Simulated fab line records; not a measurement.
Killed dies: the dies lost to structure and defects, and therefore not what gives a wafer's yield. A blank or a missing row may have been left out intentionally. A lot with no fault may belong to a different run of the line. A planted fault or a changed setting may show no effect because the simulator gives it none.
2 desks looking at one fault / flow sky130 / each desk has only its own numbers; what lay behind them comes last

== FOR THE TOOL OWNER'S DESK: implanter-01 ==
The tool's own readings at SKY_LDD_HVN_IMPLANT_08: means of the sampled wafers that have a number, for each lot that ran on this tool. The brackets show how far a lot's mean lies from the usual mean; more than 4 standard deviations puts the lot out of limits, marked OUT.
Columns: A = tiltDeg at SKY_LDD_HVN_IMPLANT_08, usual 40.003 degrees
lot=L438; first seen here=day 20 14:22; A=39.961
lot=L442; first seen here=day 23 10:02; A=39.993
lot=L444; first seen here=day 23 18:43; A=40.009
lot=L446; first seen here=day 24 11:14; A=0.007 (-99 or more) OUT
lot=L447; first seen here=day 24 12:53; A=-0.003 (-99 or more) OUT
lot=L459; first seen here=day 28 08:44; A=40.008
lot=L460; first seen here=day 28 10:55; A=40.025
This desk finds L446, L447 out of limits, L446 being first, at day 24 11:14 (tiltDeg at SKY_LDD_HVN_IMPLANT_08). In limits: L438, L442, L444, L459, L460.

== METROLOGY DESK ==
Lot by lot, what the gauges showed, no matter which tool ran the lot: averages of those sampled wafers that carry a number. The brackets show how far a lot's mean lies from the usual mean; more than 4 standard deviations puts the lot out of limits, marked OUT.
Columns: A = GATE_OXIDE_TW at SKY_GATE_OXIDE_TW_MEAS_14, usual 224.3; B = POLY_GATE_CVD_03_THK at SKY_POLY_GATE_THK_MEAS_04, usual 75.4 nm; C = LDD_HVN_OVL at SKY_LDD_HVN_OVL_MEAS_07, usual 0.5 nm; D = LDD_HVN_TW at SKY_LDD_HVN_TW_MEAS_10, usual 1438
lot=L438; first seen here=day 13 23:11; A=224.5; B=74.2; C=1.4; D=1458
lot=L440; first seen here=day 14 17:04; A=222.3; B=75.7; C=1.5; D=1428
lot=L442; first seen here=day 16 11:08; A=225.4; B=75.6; C=-2.7; D=1436
lot=L444; first seen here=day 16 22:25; A=225.9; B=74.7; C=-1.1; D=1447
lot=L446; first seen here=day 17 16:28; A=222.5; B=75.6; C=-0.1; D=1291 (-12) OUT
lot=L447; first seen here=day 17 16:35; A=223.1; B=76.4; C=0.4; D=1292 (-12) OUT
lot=L453; first seen here=day 19 14:55; A=225.4; B=75.1; C=-0.2; D=1429
lot=L452; first seen here=day 19 15:05; A=225.9; B=75.2; C=1.5; D=1443
lot=L455; first seen here=day 20 05:58; A=223.9; B=75.4; C=1.0; D=1428
lot=L456; first seen here=day 20 15:56; A=226.9; B=75.7; C=-0.1; D=1427
lot=L457; first seen here=day 20 18:10; A=224.0; B=75.5; C=1.6; D=1457
lot=L459; first seen here=day 21 20:27; A=224.4; B=75.5; C=0.7; D=1423
lot=L460; first seen here=day 22 01:34; A=222.1; B=74.5; C=1.1; D=1448
lot=L461; first seen here=day 22 02:54; A=225.0; B=75.5; C=-0.5; D=1445
This desk finds L446, L447 out of limits, with the earliest case on L446 at day 24 11:28 (LDD_HVN_TW at SKY_LDD_HVN_TW_MEAS_10). In limits: L438, L440, L442, L444, L453, L452, L455, L456, L457, L459, L460, L461.

== PUT TOGETHER ==
The tool owner's desk could have raised an alarm at day 24 11:14, on L446, L447.
At day 24 11:28 the metrology desk could have sounded an alarm, on L446, L447.
Every lot named ran SKY_LDD_HVN_IMPLANT_08 on implanter-01.

== WHAT THE SIMULATOR PUT IN ==
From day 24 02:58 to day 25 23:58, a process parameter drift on implanter-01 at SKY_LDD_HVN_IMPLANT_08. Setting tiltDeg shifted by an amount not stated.
Struck lots among those shown: L446, L447.
Hours from the fault's start to each desk's first reading out of limits: the tool owner's desk, 8; the metrology desk, 9.
